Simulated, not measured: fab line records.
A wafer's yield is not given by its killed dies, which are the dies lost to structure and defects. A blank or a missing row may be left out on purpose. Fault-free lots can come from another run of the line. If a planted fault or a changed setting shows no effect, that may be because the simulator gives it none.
fab line records	flow sky130	part 1 of 2: steps 1 to 30 of 31
[record] lots = 6	wafers = 18	lastDay = 51
route steps=708 shown LI_CONTACT@375 LOCAL_INTERCONNECT@387 PAD_OPEN@708
lots untouched by any fault: they come from a run of this same line in which no faults occurred
startH: hours from the record's opening day to when the first of the lot's shown wafers began	waitH: how many hours have passed since the lot's step before this one	" as in the row above	L1.1+2: several wafers, shown together as one row	- either no value or no given start	* or withheld: withheld	< > ~ a bound
route shown NAME@n: names a module that has steps shown in the file, with the first one's number in the route	usual: the fault-free wafers' mean and standard deviation	same: alike in all rows	chamber/n: place in a boat	sites: each site's reading	_std_site: how widely they spread, as a standard deviation	_edge_site: the outer-site mean with the inner-site mean subtracted	radiusMm: how far each site lies from the wafer's centre	mask NAME#n: copy n	behind: the most recent tool/chamber to have shaped the wafer	hold: why the lot went on hold/how many hours it stayed there/how the hold came to an end	device: which transistor (n, p or np) failed to switch	end of line: at the end of the route, the tests of the same wafers	a step given without rows: its recipe and nothing more	killed: count of dies lost to structure and defects at first sort (not the wafer's yield)	map: dies across one wafer; x = killed, . = not, _ = none there
set.NAME: the setting as run; set.NAME@STEP: as run at that earlier step	model.NAME: the simulator's own value behind a step, which no gauge read
certain route steps with their lots: each step a table, each wafer a row
services: when a tool's chamber went out of use (startH, in hours from the record's first day, below 0 if earlier), for how many hours, and the reason
[[steps]]
[step SKY_LI_CONTACT_OVL_MEAS_13]
[usual] LI_CONTACT_OVL = -4/5
lot.wafer	tool	chamber	startH	waitH	LI_CONTACT_OVL[nm]
L593.1	overlay-02	-	748.14	0.1	-2
L593.3	"	-	"	"	-5
L593.4	"	-	"	"	4
L595.1	overlay-02	-	773.81	0.1	-2
L595.4	"	-	"	"	-5
L595.5	"	-	"	"	-3
L598.3	overlay-01	-	791.36	0.1	-5
L598.5	"	-	"	"	-2
L598.6	"	-	"	"	-6
L599.4	overlay-01	-	800.96	0.1	-13
L599.5	"	-	"	"	-5
L599.6	"	-	"	"	-12
L605.1	overlay-02	-	847.71	0.1	-8
L605.2	"	-	"	"	-7
L605.3	"	-	"	"	-5
L609.1	overlay-01	-	862.65	0.1	-3
L609.2	"	-	"	"	-5
L609.5	"	-	"	"	-4
[step SKY_LI_CONTACT_ETCH_14]
[recipe] chemistry = N2/H2	target = BARC	ionEnergyEv = 200	sourceW = 500	biasW = 100	pressureMtorr = 30	n2FlowSccm = 100	h2FlowSccm = 200	stopOn = SiO2	timeS = 45.9	targetDepthA = 600
[step SKY_LI_CONTACT_ETCH_15]
[recipe] target = PSG	chemistry = C4F8/O2/Ar	stopOn = Si	taperDeg = 4.15	maskMaterial = KrF-thick	sourceW = 1500	biasW = 1200	pressureMtorr = 40	c4f8FlowSccm = withheld	O2_flow_sccm = 6	Ar_flow_sccm = 300	timeS = withheld	targetDepthA = 6000
[step SKY_LI_CONTACT_STRIP_16]
[recipe] chemistry = O2/N2	powerW = 1400	pressureMtorr = 1500	platenTempC = withheld	o2FlowSccm = 3000	n2FlowSccm = 300	overashFraction = 0.5
[usual] drypumpMotorCurrentA = 5.6/0.47	n2FlowSccm = 300.0/0.98	oesProductAu = 0.375/0.0051	stripTimeToEndpointS = 3.50/0.034
lot.wafer	tool	chamber	startH	waitH	drypumpMotorCurrentA	n2FlowSccm	oesProductAu	rfHoursCounterH	stripTimeToEndpointS
L593.1	plasmaAsher-02	1	748.31	-	5.2	299.4	0.377	92	3.51
L593.3	"	0	"	"	5.5	299.7	0.370	-	3.46
L593.4	"	1	"	"	5.2	300.2	0.372	-	3.47
L595.1	plasmaAsher-02	0	773.98	-	5.5	300.8	0.384	95	3.45
L595.4	"	1	"	"	5.2	301.0	0.381	-	3.46
L595.5	"	1	"	"	5.2	301.8	0.367	-	3.44
L598.3	plasmaAsher-01	0	791.54	-	5.0	301.0	0.376	-	3.56
L598.5	"	1	"	"	5.9	300.8	0.380	-	3.52
L598.6	"	0	"	"	5.0	299.0	0.367	-	3.55
L599.4	plasmaAsher-02	1	801.14	-	5.2	301.0	0.386	-	3.53
L599.5	"	1	"	"	5.2	300.2	0.381	-	3.57
L599.6	"	0	"	"	5.5	300.7	0.373	-	3.52
L605.1	plasmaAsher-02	0	847.88	-	5.5	300.6	0.375	102	3.48
L605.2	"	1	"	"	5.2	302.3	0.369	102	3.48
L605.3	"	0	"	"	5.4	299.8	0.370	-	3.47
L609.1	plasmaAsher-04	0	862.81	-	6.4	299.3	0.379	11	3.49
L609.2	"	1	"	"	6.1	298.9	0.367	11	3.44
L609.5	"	0	"	"	6.4	300.1	0.376	-	3.46
[step SKY_LI_CONTACT_CLEAN_17]
[recipe] chemistry = NMP	timeS = 600	tempC = 60	dry = n2Spin
[step SKY_LI_CONTACT_PRE_CLEAN_18]
[recipe] gas = Ar	timeS = 5.6	biasV = 358
[step SKY_LI_CONTACT_SPUTTER_19]
[recipe] material = Ti	targetThkNm = 20	chamberPressurePa = 5	powerW = 2500	substrateTempC = 200	timeS = 106.37
[step SKY_LI_CONTACT_SPUTTER_20]
[recipe] material = TiN	targetThkNm = 20	chamberPressurePa = 5	powerW = 4000	timeS = 80
[step SKY_LI_CONTACT_CVD_21]
[recipe] material = W	targetThkNm = 400	timeS = 120.56	tempC = 400	pressureTorr = 40
[usual] heaterPowerW = 882/34
lot.wafer	tool	chamber	startH	waitH	heaterPowerW
L593.1	cvdW-02	1	748.74	0.0	905
L593.3	"	0	"	"	904
L593.4	"	1	"	"	896
L595.1	cvdW-01	1	774.41	0.0	847
L595.4	"	1	"	"	830
L595.5	"	0	"	"	837
L598.3	cvdW-02	1	792.00	0.1	910
L598.5	"	1	"	"	908
L598.6	"	0	"	"	907
L599.4	cvdW-02	0	801.58	0.1	940
L599.5	"	1	"	"	902
L599.6	"	0	"	"	906
L605.1	cvdW-01	0	848.31	0.0	839
L605.2	"	1	"	"	846
L605.3	"	0	"	"	852
L609.1	cvdW-01	0	863.45	0.0	877
L609.2	"	1	"	"	856
L609.5	"	0	"	"	842
[step SKY_LI_CONTACT_RS_MEAS_22]
[recipe] thkMeasGauge = four-point-probe	reads = W_of_LI_CONTACT_CVD_21+TiN_of_LI_CONTACT_SPUTTER_20+Ti_of_LI_CONTACT_SPUTTER_19
[usual] LI_CONTACT_W_RS = 0.2843/0.0029
lot.wafer	tool	chamber	startH	waitH	LI_CONTACT_W_RS[ohm/sq]
L593.1	filmMetro-02	-	748.87	0.1	0.2856
L593.3	"	-	"	"	0.2830
L593.4	"	-	"	"	0.2858
L595.1	filmMetro-01	-	774.53	0.1	0.2842
L595.4	"	-	"	"	0.2856
L595.5	"	-	"	"	0.2801
L598.3	filmMetro-02	-	792.12	0.1	0.2850
L598.5	"	-	"	"	0.2831
L598.6	"	-	"	"	0.2826
L599.4	filmMetro-02	-	801.73	0.1	0.2817
L599.5	"	-	"	"	0.2825
L599.6	"	-	"	"	0.2826
L605.1	filmMetro-04	-	848.43	0.1	0.2791
L605.2	"	-	"	"	0.2837
L605.3	"	-	"	"	0.2832
L609.1	filmMetro-04	-	863.57	0.1	0.2814
L609.2	"	-	"	"	0.2854
L609.5	"	-	"	"	0.2798
[step SKY_LI_CONTACT_THK_MEAS_23]
[recipe] thkMeasGauge = xrf	reads = W_of_LI_CONTACT_CVD_21
[usual] LI_CONTACT_W_THK = 390/5.4
lot.wafer	tool	chamber	startH	waitH	LI_CONTACT_W_THK[nm]
L593.1	filmMetro-02	-	748.99	0.1	384
L593.3	"	-	"	"	389
L593.4	"	-	"	"	384
L595.1	filmMetro-01	-	774.65	0.1	389
L595.4	"	-	"	"	390
L595.5	"	-	"	"	396
L598.3	filmMetro-02	-	792.22	0.1	386
L598.5	"	-	"	"	391
L598.6	"	-	"	"	388
L599.4	filmMetro-02	-	801.82	0.1	390
L599.5	"	-	"	"	388
L599.6	"	-	"	"	392
L605.1	filmMetro-04	-	848.55	0.1	397
L605.2	"	-	"	"	389
L605.3	"	-	"	"	391
L609.1	filmMetro-04	-	863.69	0.1	395
L609.2	"	-	"	"	390
L609.5	"	-	"	"	395
[step SKY_LI_CONTACT_CMP_24]
[recipe] stopOn = PSG	tOverpolishS = 20	downForcePsi = 3.5	platenRpm = 60	targetThkNm = 0	padVelocityMS = 0.94248
[usual] motorCurrentA = 10.8/0.82	overpolishRunS = 20.001/0.0095	timeToEndpointS = 97/3.7
lot.wafer	tool	chamber	startH	waitH	motorCurrentA	overpolishRunS	timeToEndpointS
L593.1	cmp-01	3	749.20	0.2	11.6	20.012	97
L593.3	"	1	"	"	10.2	20.003	96
L593.4	"	2	"	"	10.4	20.010	104
L595.1	cmp-01	0	774.76	0.1	10.6	19.990	97
L595.4	"	1	"	"	11.3	19.997	91
L595.5	"	1	"	"	11.2	20.004	97
L598.3	cmp-02	3	792.26	0.0	10.1	19.998	91
L598.6	"	3	"	"	9.9	20.014	95
L598.5	"	0	"	"	12.2	19.991	95
L599.4	cmp-02	2	801.90	0.1	10.1	20.006	97
L599.5	"	1	"	"	11.0	19.996	100
L599.6	"	2	"	"	10.3	20.002	99
L605.3	cmp-01	1	848.61	0.0	11.4	20.015	95
L605.2	"	2	"	"	10.9	19.985	101
L605.1	"	3	"	"	12.6	20.002	98
L609.2	cmp-01	3	864.03	0.3	11.8	20.006	101
L609.1	"	0	"	"	10.4	19.989	102
L609.5	"	1	"	"	11.5	19.995	98
[step SKY_LOCAL_INTERCONNECT_SPUTTER_00]
[recipe] material = TiN	targetThkNm = 100	tempC = 300	powerW = 6500	timeS = 83.3	chamberPressurePa = 0.4
[usual] throttleValvePct = 30.4/1.2
lot.wafer	tool	chamber	startH	waitH	throttleValvePct	model.TiN_of_LOCAL_INTERCONNECT_SPUTTER_00.thkNm
L593.1	pvdSputter-01	-	749.50	0.2	32.0	100.3
L593.3	"	-	"	"	31.6	99.78
L593.4	"	-	"	"	31.2	100.1
L595.1	pvdSputter-03	-	775.06	0.2	29.9	99.75
L595.4	"	-	"	"	28.6	100.6
L595.5	"	-	"	"	30.9	98.15
L598.3	pvdSputter-03	-	792.56	0.2	28.0	100.8
L598.5	"	-	"	"	28.1	90.36
L598.6	"	-	"	"	30.1	88.67
L599.4	pvdSputter-03	-	802.15	0.2	30.8	87.01
L599.5	"	-	"	"	30.0	87.28
L599.6	"	-	"	"	28.7	89.11
L605.1	pvdSputter-02	-	848.91	0.1	29.7	100.7
L605.2	"	-	"	"	28.9	101.9
L605.3	"	-	"	"	28.8	100.9
L609.1	pvdSputter-01	-	864.23	0.1	31.4	101.1
L609.2	"	-	"	"	31.9	100.8
L609.5	"	-	"	"	32.0	100.9
[step SKY_LOCAL_INTERCONNECT_RS_MEAS_01]
[recipe] thkMeasGauge = four-point-probe	reads = TiN_of_LOCAL_INTERCONNECT_SPUTTER_00
[usual] LOCAL_INTERCONNECT_TIN_RS = 14.17/0.19
lot.wafer	tool	chamber	startH	waitH	LOCAL_INTERCONNECT_TIN_RS[ohm/sq]
L593.1	filmMetro-03	-	749.57	0.0	14.12
L593.3	"	-	"	"	14.16
L593.4	"	-	"	"	14.14
L595.1	filmMetro-02	-	775.12	0.0	14.18
L595.4	"	-	"	"	14.04
L595.5	"	-	"	"	14.39
L598.3	filmMetro-04	-	792.67	0.1	14.02
L598.5	"	-	"	"	15.73
L598.6	"	-	"	"	16.07
L599.4	filmMetro-02	-	802.28	0.1	16.32
L599.5	"	-	"	"	16.30
L599.6	"	-	"	"	15.89
L605.1	filmMetro-04	-	848.98	0.0	14.03
L605.2	"	-	"	"	13.84
L605.3	"	-	"	"	13.99
L609.1	filmMetro-04	-	864.29	0.0	14.00
L609.2	"	-	"	"	14.04
L609.5	"	-	"	"	14.03
[step SKY_LOCAL_INTERCONNECT_THK_MEAS_02]
[recipe] thkMeasGauge = xrf	reads = TiN_of_LOCAL_INTERCONNECT_SPUTTER_00
[usual] LOCAL_INTERCONNECT_TIN_THK = 97.9/1.3
lot.wafer	tool	chamber	startH	waitH	LOCAL_INTERCONNECT_TIN_THK[nm]
L593.1	filmMetro-03	-	749.69	0.1	98.6
L593.3	"	-	"	"	97.8
L593.4	"	-	"	"	98.2
L595.1	filmMetro-02	-	775.24	0.1	97.6
L595.4	"	-	"	"	98.5
L595.5	"	-	"	"	96.1
L598.3	filmMetro-04	-	792.77	0.1	98.8
L598.5	"	-	"	"	88.5
L598.6	"	-	"	"	87.0
L599.4	filmMetro-02	-	802.37	0.1	85.1
L599.5	"	-	"	"	85.4
L599.6	"	-	"	"	86.8
L605.1	filmMetro-04	-	849.10	0.1	98.9
L605.2	"	-	"	"	100.5
L605.3	"	-	"	"	99.4
L609.1	filmMetro-04	-	864.41	0.1	99.4
L609.2	"	-	"	"	98.7
L609.5	"	-	"	"	99.0
[step SKY_LOCAL_INTERCONNECT_DEHYDRATE_03]
[recipe] tempC = 200	timeS = 60
[step SKY_LOCAL_INTERCONNECT_HMDS_04]
[recipe] primeTimeS = 60	primeTempC = 120
[step SKY_LOCAL_INTERCONNECT_COAT_05]
[recipe] resist = BARC	tempC = withheld	timeS = withheld	spinRpm = 3000	resistThkNm = 60
[step SKY_LOCAL_INTERCONNECT_COAT_06]
[recipe] resist = KrF-thick	spinRpm = 3000	resistThkNm = 450
[step SKY_LOCAL_INTERCONNECT_SOFTBAKE_07]
[recipe] tempC = 100	timeS = 90	resist = KrF-thick
[step SKY_LOCAL_INTERCONNECT_EXPOSE_08]
[recipe] maskId = LI1M	na = 0.8	sourceShape = annular	sigmaInner = 0.55	sigmaOuter = 0.85	targetCdNm = 170	doseMj = 28
[step SKY_LOCAL_INTERCONNECT_PEB_09]
[recipe] pebTempC = withheld	pebTimeS = withheld	resist = KrF-thick
[step SKY_LOCAL_INTERCONNECT_DEVELOP_10]
[recipe] developTimeS = 60	resist = KrF-thick	devTempC = 21
[step SKY_LOCAL_INTERCONNECT_CD_MEAS_11]
[recipe] targetCdNm = 170
[usual] cdNm = 169.7/1.4
lot.wafer	tool	chamber	startH	waitH	cdNm
L593.1	cdSem-01	-	777.14	-	169.4
L593.3	"	-	"	"	170.7
L593.4	"	-	"	"	170.6
L595.1	cdSem-01	-	801.56	-	169.8
L595.4	"	-	"	"	169.8
L595.5	"	-	"	"	168.7
L598.3	cdSem-01	-	819.95	-	169.3
L598.5	"	-	"	"	169.8
L598.6	"	-	"	"	169.8
L599.4	cdSem-02	-	829.22	-	171.0
L599.5	"	-	"	"	168.8
L599.6	"	-	"	"	169.9
L605.1	cdSem-01	-	875.23	-	170.9
L605.2	"	-	"	"	169.9
L605.3	"	-	"	"	171.2
L609.1	cdSem-02	-	890.87	-	168.9
L609.2	"	-	"	"	170.1
L609.5	"	-	"	"	170.5
[step SKY_LOCAL_INTERCONNECT_OVL_MEAS_12]
[usual] LOCAL_INTERCONNECT_OVL = 0/5.8
lot.wafer	tool	chamber	startH	waitH	LOCAL_INTERCONNECT_OVL[nm]
L593.1	overlay-01	-	777.26	0.1	-9
L593.3	"	-	"	"	-2
L593.4	"	-	"	"	-5
L595.1	overlay-02	-	801.68	0.1	9
L595.4	"	-	"	"	9
L595.5	"	-	"	"	12
L598.3	overlay-01	-	820.05	0.1	-14
L598.5	"	-	"	"	-12
L598.6	"	-	"	"	-12
L599.4	overlay-02	-	829.30	0.1	-6
L599.5	"	-	"	"	-6
L599.6	"	-	"	"	1
L605.1	overlay-02	-	875.35	0.1	0
L605.2	"	-	"	"	0
L605.3	"	-	"	"	1
L609.1	overlay-02	-	890.99	0.1	3
L609.2	"	-	"	"	-3
L609.5	"	-	"	"	0
[step SKY_LOCAL_INTERCONNECT_ETCH_13]
[recipe] chemistry = N2/H2	target = BARC	ionEnergyEv = 200	biasW = 100	pressureMtorr = 30	n2FlowSccm = 100	h2FlowSccm = 200	icpW = 500	stopOn = SiO2	timeS = 45.9	targetDepthA = 600
[usual] drypumpMotorCurrentA = 5.9/0.41	h2FlowSccm = 199.9/0.59	heBacksideLeakSccm = 3.3/0.41	n2FlowSccm = 100.01/0.29	oesProductAu = 0.854/0.0048	throttleValvePct = 13.225/0.01
lot.wafer	tool	chamber	startH	waitH	drypumpMotorCurrentA	h2FlowSccm	heBacksideLeakSccm	n2FlowSccm	oesProductAu	rfHoursCounterH	throttleValvePct
L593.1	rieMetal-02	0	777.30	0.0	6.3	200.5	3.4	100.30	0.858	5	13.226
L593.3	"	0	"	"	6.3	200.2	3.4	100.40	0.849	-	13.224
L593.4	"	1	"	"	5.9	199.7	3.1	100.34	0.851	-	13.222
L595.1	rieMetal-03	0	801.72	0.0	6.3	199.2	3.0	99.78	0.851	11	13.217
L595.4	"	0	"	"	6.2	199.4	3.0	100.10	0.854	-	13.211
L595.5	"	1	"	"	5.4	198.8	3.5	100.37	0.864	-	13.229
L598.3	rieMetal-03	1	820.09	0.0	5.4	199.7	3.4	100.45	0.859	-	13.241
L598.5	"	1	"	"	5.4	199.5	3.5	100.04	0.854	-	13.221
L598.6	"	0	"	"	6.3	201.0	3.1	99.99	0.847	-	13.230
L599.4	rieMetal-02	0	829.34	0.0	6.3	199.4	3.4	99.75	0.859	-	13.237
L599.5	"	1	"	"	5.9	200.2	3.0	99.99	0.855	-	13.228
L599.6	"	0	"	"	6.3	200.2	3.4	99.43	0.847	-	13.225
L605.1	rieMetal-02	1	875.38	0.0	5.9	200.5	3.1	99.84	0.855	0	13.228
L605.2	"	0	"	"	6.3	199.3	3.4	99.82	0.858	9	13.214
L605.3	"	0	"	"	6.3	199.7	3.4	99.57	0.853	-	13.233
L609.1	rieMetal-04	1	891.02	0.0	5.2	198.8	3.5	100.09	0.845	8	13.211
L609.2	"	0	"	"	6.3	199.4	3.4	100.31	0.851	15	13.225
L609.5	"	0	"	"	6.3	200.3	3.4	100.22	0.847	-	13.219
[step SKY_LOCAL_INTERCONNECT_METAL_ETCH_14]
[recipe] targetDepthNm = 110	stopOn = PSG	chemistry = Cl2/BCl3	target = TiN	resistSidewallDeg = 88	pressureMtorr = 10	icpW = 900	biasW = 48.5	Cl2_flow_sccm = 60	bcl3FlowSccm = 30	timeS = 31.4
[usual] drypumpMotorCurrentA = 5.9/0.41	heBacksideLeakSccm = 3.31/0.2	oesProductAu = 0.940/0.0081	throttleValvePct = 21.901/0.011
lot.wafer	tool	chamber	startH	waitH	drypumpMotorCurrentA	heBacksideLeakSccm	oesProductAu	rfHoursCounterH	throttleValvePct
L593.1	rieMetal-02	0	777.36	0.0	6.3	3.48	0.948	5	21.895
L593.3	"	0	"	"	6.2	3.54	0.943	-	21.907
L593.4	"	1	"	"	5.8	3.06	0.940	-	21.902
L595.1	rieMetal-03	0	801.78	0.0	6.2	3.05	0.938	11	21.897
L595.4	"	0	"	"	6.2	3.07	0.941	-	21.895
L595.5	"	1	"	"	5.4	3.43	0.929	-	21.903
L598.3	rieMetal-03	1	820.15	0.0	5.4	3.49	0.940	-	21.902
L598.5	"	1	"	"	5.4	3.43	0.887	-	21.912
L598.6	"	0	"	"	6.2	3.00	0.885	-	21.941
L599.4	rieMetal-02	0	829.40	0.0	6.3	3.44	0.868	-	21.953
L599.5	"	1	"	"	5.8	3.00	0.869	-	21.945
L599.6	"	0	"	"	6.3	3.17	0.884	-	21.937
L605.1	rieMetal-02	1	875.44	0.0	5.8	3.15	0.939	0	21.896
L605.2	"	0	"	"	6.3	3.43	0.949	9	21.890
L605.3	"	0	"	"	6.2	3.55	0.945	-	21.895
L609.1	rieMetal-04	1	891.08	0.0	5.2	3.80	0.949	8	21.906
L609.2	"	0	"	"	6.3	3.48	0.949	15	21.899
L609.5	"	0	"	"	6.3	3.38	0.950	-	21.884
[step SKY_LOCAL_INTERCONNECT_STRIP_15]
[recipe] chemistry = O2/N2	powerW = 1400	pressureMtorr = 1500	platenTempC = withheld	o2FlowSccm = 3000	n2FlowSccm = 300	overashFraction = 0.5
[usual] drypumpMotorCurrentA = 5.4/0.4	n2FlowSccm = 300.0/0.88	oesProductAu = 0.428/0.0048	stripTimeToEndpointS = 4.749/0.022
lot.wafer	tool	chamber	startH	waitH	drypumpMotorCurrentA	n2FlowSccm	oesProductAu	rfHoursCounterH	stripTimeToEndpointS
L593.1	plasmaAsher-01	1	777.41	0.0	5.8	301.3	0.431	66	4.746
L593.3	"	1	"	"	5.8	301.4	0.425	-	4.762
L593.4	"	0	"	"	5.0	300.5	0.435	-	4.751
L595.1	plasmaAsher-01	1	801.83	0.0	5.8	300.5	0.420	69	4.723
L595.4	"	1	"	"	5.8	299.1	0.419	-	4.723
L595.5	"	1	"	"	5.8	298.7	0.426	-	4.758
L598.3	plasmaAsher-01	1	820.22	0.1	5.8	300.7	0.428	-	4.812
L598.5	"	0	"	"	5.0	299.0	0.423	-	4.756
L598.6	"	1	"	"	5.9	299.2	0.427	-	4.755
L599.4	plasmaAsher-03	0	829.47	0.1	5.4	299.1	0.427	-	4.774
L599.5	"	1	"	"	6.2	300.7	0.431	-	4.743
L599.6	"	0	"	"	5.4	298.7	0.426	-	4.752
L605.1	plasmaAsher-02	1	875.50	0.0	5.2	301.8	0.429	105	4.737
L605.2	"	0	"	"	5.5	299.4	0.423	105	4.748
L605.3	"	0	"	"	5.4	299.4	0.423	-	4.754
L609.1	plasmaAsher-01	1	891.14	0.0	5.8	299.9	0.434	78	4.748
L609.2	"	0	"	"	5.0	300.0	0.427	78	4.718
L609.5	"	1	"	"	5.8	299.0	0.423	-	4.742
[step SKY_LOCAL_INTERCONNECT_STRIP_16]
[recipe] chemistry = postEtchResidueRemover	timeS = 1200	tempC = 72.5
lot.wafer	tool	chamber	startH	waitH	model.TiN_of_LOCAL_INTERCONNECT_SPUTTER_00.thkNm
L593.1	wetBench-03	3	777.51	0.1	99.89
L593.3	"	3	"	"	99.36
L593.4	"	3	"	"	99.67
L595.1	wetBench-03	3	801.93	0.1	99.33
L595.4	"	3	"	"	100.2
L595.5	"	3	"	"	97.73
L598.3	wetBench-04	2	820.29	0.0	100.4
L598.5	"	2	"	"	89.94
L598.6	"	2	"	"	88.25
L599.4	wetBench-04	2	829.54	0.0	86.59
L599.5	"	2	"	"	86.87
L599.6	"	2	"	"	88.69
L605.1	wetBench-04	2	875.60	0.1	100.3
L605.2	"	2	"	"	101.5
L605.3	"	2	"	"	100.5
L609.1	wetBench-04	0	891.24	0.1	100.7
L609.2	"	0	"	"	100.4
L609.5	"	0	"	"	100.5
[step SKY_LOCAL_INTERCONNECT_CLEAN_17]
[recipe] chemistry = IPA	timeS = 180	tempC = 25
[[key]]
[firstSign] step = SKY_LOCAL_INTERCONNECT_RS_MEAS_01	reading = LOCAL_INTERCONNECT_TIN_RS	direction = up	sigmas = 9.8	usual = 14.17	struck = 16.06
[effect] step = SKY_LOCAL_INTERCONNECT_THK_MEAS_02	reading = LOCAL_INTERCONNECT_TIN_THK	direction = down	sigmas = 8.8	usual = 97.9	struck = 86.6
[effect] step = SKY_LOCAL_INTERCONNECT_METAL_ETCH_14	reading = oesProductAu	direction = down	sigmas = 7.5	usual = 0.940	struck = 0.878
[modelEffect] step = SKY_LOCAL_INTERCONNECT_SPUTTER_00	value = TiN_of_LOCAL_INTERCONNECT_SPUTTER_00.thkNm	without = 99.31	struck = 88.49
[modelEffect] step = SKY_LOCAL_INTERCONNECT_STRIP_16	value = TiN_of_LOCAL_INTERCONNECT_SPUTTER_00.thkNm	without = 98.9	struck = 88.07
[modelEffect] step = SKY_PAD_OPEN_PROBE_99	value = etest.resLi.lineOhmUm	without = 75.2	struck = 84.4
metAt SKY_LOCAL_INTERCONNECT_SPUTTER_00
struckWafers L598.5,L598.6,L599.4,L599.5,L599.6
testerLeftOut L598,L599
onsetBetween 775.06 792.56
[fault] kind = processParameterDrift	tool = pvdSputter-03	chamber = -	onsetH = 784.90	steps = SKY_LOCAL_INTERCONNECT_SPUTTER_00	channel = targetThkNm	offset = -10.828	shape = step	endH = 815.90	scope = struckWafersOnly	actsIn = theseRecipesOnly	stated = 100
// testerLeftOut: of these lots the tester's yield and bins aren't shown, on N5 and GAA mostly nor the transistor test; their killed dies are dies lost to structure and defects alone, not to doping, threshold or leakage, so they don't give the yield
